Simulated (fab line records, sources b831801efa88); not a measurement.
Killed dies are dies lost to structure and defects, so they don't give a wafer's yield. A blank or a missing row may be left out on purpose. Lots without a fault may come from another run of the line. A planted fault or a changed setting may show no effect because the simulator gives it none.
Which tool did it? | flow gf180mcu | 13 lots, 39 wafers sampled, at 5 steps of a route of 602

WHAT THE GAUGES READ, wafer by wafer
GF_MVPSD_OVL_MEAS_07.
lot  | measured     | on         | MVPSD_OVL (nm)
L906 | day 5 09:59  | overlay-01 | 1.5 0.0 -0.3
L909 | day 5 23:58  | overlay-01 | -0.8 -1.5 -0.4
L912 | day 6 20:19  | overlay-02 | -5.0 -4.5 -2.9
L913 | day 6 23:01  | overlay-02 | 0.2 -0.2 -2.7
L914 | day 7 03:40  | overlay-01 | 0.8 -1.2 0.0
L920 | day 8 16:55  | overlay-01 | -1.8 -0.1 -1.8
L921 | day 9 00:33  | overlay-01 | 3.1 1.4 1.8
L923 | day 9 12:43  | overlay-02 | -0.8 0.7 0.7
L924 | day 9 19:54  | overlay-02 | -1.8 -2.4 -4.5
L925 | day 10 02:22 | overlay-01 | -1.6 -1.4 -2.7
L926 | day 10 05:38 | overlay-02 | -2.6 -3.0 -1.8
L927 | day 10 13:23 | overlay-01 | -3.0 -0.6 -2.2
L928 | day 10 19:41 | overlay-02 | -3.1 -2.3 -2.8

GF_DUAL_GATE_THK_MEAS_03.
lot  | measured     | on            | DUAL_GATE_OXIDATION_00_THK (nm)
L906 | day 8 00:57  | film_metro-01 | 10.77 10.79 10.73
L909 | day 8 16:53  | film_metro-03 | 10.68 10.85 10.79
L912 | day 9 17:49  | film_metro-04 | 9.86 9.99 9.95
L913 | day 9 19:28  | film_metro-04 | 10.84 10.65 10.74
L914 | day 10 01:04 | film_metro-03 | 10.27 10.14 10.22
L920 | day 11 19:59 | film_metro-01 | 10.94 10.88 10.78
L921 | day 12 04:34 | film_metro-03 | 11.20 10.97 10.99
L923 | day 12 18:36 | film_metro-01 | 10.61 10.87 10.52
L924 | day 13 05:05 | film_metro-04 | 10.88 10.65 10.65
L925 | day 13 11:31 | film_metro-03 | 10.62 10.73 10.82
L926 | day 13 16:46 | film_metro-01 | 10.76 10.93 10.95
L927 | day 13 22:28 | film_metro-03 | 10.61 10.73 10.66
L928 | day 14 04:32 | film_metro-03 | 11.06 11.11 10.99

GF_POLY_GATE_OVL_MEAS_11.
lot  | measured     | on         | POLY_GATE_OVL (nm)
L906 | day 9 13:50  | overlay-02 | -3 -1 5
L909 | day 10 08:32 | overlay-01 | -15 -9 -8
L912 | day 11 10:39 | overlay-01 | 1 -2 4
L913 | day 11 11:22 | overlay-02 | 0 -4 -2
L914 | day 11 16:20 | overlay-02 | 2 0 -1
L920 | day 13 14:00 | overlay-01 | -2 -6 -13
L921 | day 14 00:11 | overlay-01 | 7 6 3
L923 | day 14 16:23 | overlay-02 | -3 1 3
L924 | day 14 23:50 | overlay-02 | 7 -2 3
L925 | day 15 09:57 | overlay-02 | -5 -6 2
L926 | day 15 16:43 | overlay-02 | -2 -4 -5
L927 | day 15 22:15 | overlay-01 | -1 -3 7
L928 | day 16 04:57 | overlay-02 | -2 -2 -3

WHICH TOOL RAN EACH LOT (tool, then ch and the chambers of the sampled wafers, then the start)
lot  | GF_VT_IMPLANT_RTA_45             | GF_DUAL_GATE_OXIDATION_02
L906 | rtp_anneal-02 ch 0, day 7 21:53  | furnace-02 ch 0, day 7 23:30
L909 | rtp_anneal-02 ch 0, day 8 14:40  | furnace-02 ch 0, day 8 15:26
L912 | rtp_anneal-02 ch 0, day 9 15:26  | furnace-02 ch 0, day 9 16:22
L913 | rtp_anneal-01 ch 0, day 9 17:16  | furnace-01 ch 0, day 9 18:00
L914 | rtp_anneal-02 ch 0, day 9 22:50  | furnace-02 ch 0, day 9 23:36
L920 | rtp_anneal-01 ch 0, day 11 17:46 | furnace-01 ch 0, day 11 18:33
L921 | rtp_anneal-01 ch 0, day 12 02:21 | furnace-01 ch 0, day 12 03:06
L923 | rtp_anneal-01 ch 0, day 12 16:23 | furnace-02 ch 0, day 12 17:09
L924 | rtp_anneal-02 ch 0, day 13 01:16 | furnace-01 ch 0, day 13 03:37
L925 | rtp_anneal-02 ch 0, day 13 07:24 | furnace-01 ch 0, day 13 10:04
L926 | rtp_anneal-02 ch 0, day 13 12:08 | furnace-01 ch 0, day 13 15:17
L927 | rtp_anneal-01 ch 0, day 13 20:15 | furnace-01 ch 0, day 13 21:01
L928 | rtp_anneal-01 ch 0, day 14 02:19 | furnace-02 ch 0, day 14 03:06
- GF_VT_IMPLANT_RTA_45: time 30 s.
- GF_DUAL_GATE_OXIDATION_02: stabilise 600 s, purge 300 s, target thk 10.887 nm.

WHAT THE TOOLS THEMSELVES READ (means of the sampled wafers that have a number; where no wafer has one, the mark that the record gives instead)
GF_VT_IMPLANT_RTA_45.
lot  | tool          | lamp_power_pct (%) | wafer_temp_C_max
L906 | rtp_anneal-02 | 39.2               | 1053.7
L909 | rtp_anneal-02 | 39.2               | 1053.4
L912 | rtp_anneal-02 | 39.2               | 1053.9
L913 | rtp_anneal-01 | 37.1               | 1058.2
L914 | rtp_anneal-02 | 39.1               | 1053.8
L920 | rtp_anneal-01 | 37.1               | 1058.7
L921 | rtp_anneal-01 | 37.1               | 1058.0
L923 | rtp_anneal-01 | 37.1               | 1057.9
L924 | rtp_anneal-02 | 39.1               | 1054.2
L925 | rtp_anneal-02 | 39.2               | 1053.1
L926 | rtp_anneal-02 | 39.1               | 1053.3
L927 | rtp_anneal-01 | 37.1               | 1057.9
L928 | rtp_anneal-01 | 37.1               | 1057.2

GF_DUAL_GATE_OXIDATION_02.
lot  | tool       | spike_tc_centre_C (C) | spike_tc_lower_C (C) | tube_center_temp_C (C) | tube_center_temp_C_max | zone_power_upper_pct (%)
L906 | furnace-02 | 899.0                 | 900.9                | 899.99                 | 902.6                  | 19.41
L909 | furnace-02 | 899.9                 | 900.8                | 900.00                 | 902.0                  | 19.37
L912 | furnace-02 | 897.6                 | 898.1                | 896.44                 | 898.6                  | 19.31
L913 | furnace-01 | 900.4                 | 900.7                | 900.09                 | 902.7                  | 19.56
L914 | furnace-02 | 896.1                 | 897.6                | 896.51                 | 898.8                  | 19.40
L920 | furnace-01 | 900.2                 | 898.6                | 900.04                 | 902.0                  | 19.64
L921 | furnace-01 | 900.0                 | 900.7                | 900.02                 | 902.3                  | 19.63
L923 | furnace-02 | 899.4                 | 900.4                | 899.94                 | 902.4                  | 19.23
L924 | furnace-01 | 900.5                 | 900.2                | 900.02                 | 902.1                  | 19.47
L925 | furnace-01 | 899.9                 | 899.8                | 900.05                 | 902.2                  | 19.60
L926 | furnace-01 | 901.1                 | 901.0                | 899.95                 | 902.1                  | 19.52
L927 | furnace-01 | 900.1                 | 900.4                | 899.93                 | 902.1                  | 19.44
L928 | furnace-02 | 900.6                 | 900.9                | 900.00                 | 902.1                  | 19.46

THE ANSWER, worked out from the rows above alone
Rule: what is usual is taken from the lots themselves. Put in order of their means at a reading, lots are off if they are a third of the lots or fewer, leave a main group of 4 or more, and stand apart from it by a gap of 3 or more times the standard deviation of the main group's means; of several such gaps the widest counts. A main group whose means are all the same, to the digits that the tables above print for the reading, isn't used. A lot without any number at a reading at which 4 lots or more have one is off too. The other lots that the step has rows for count as sound. The gauges are gone through in route order, then the tools' own readings, and for those a lot's mean is taken as printed above. The first step at which some lot is off is used, and at that step the reading that is off furthest; a lot without a number counts as furthest.
Off: L912, L914, at GF_DUAL_GATE_THK_MEAS_03 (DUAL_GATE_OXIDATION_00_THK). The main group: mean 10.81 nm, standard deviation 0.13.
A tool fits if, at a process step before that reading, it ran every lot that is off, and no sound lot after the first of them. The gauges at GF_DUAL_GATE_THK_MEAS_03 aren't tried: what is off there is off at GF_DUAL_GATE_OXIDATION_02 too, on other tools, and a gauge's error can't cause that. None of those tried fits.

WHAT THE SIMULATOR HAD PUT IN
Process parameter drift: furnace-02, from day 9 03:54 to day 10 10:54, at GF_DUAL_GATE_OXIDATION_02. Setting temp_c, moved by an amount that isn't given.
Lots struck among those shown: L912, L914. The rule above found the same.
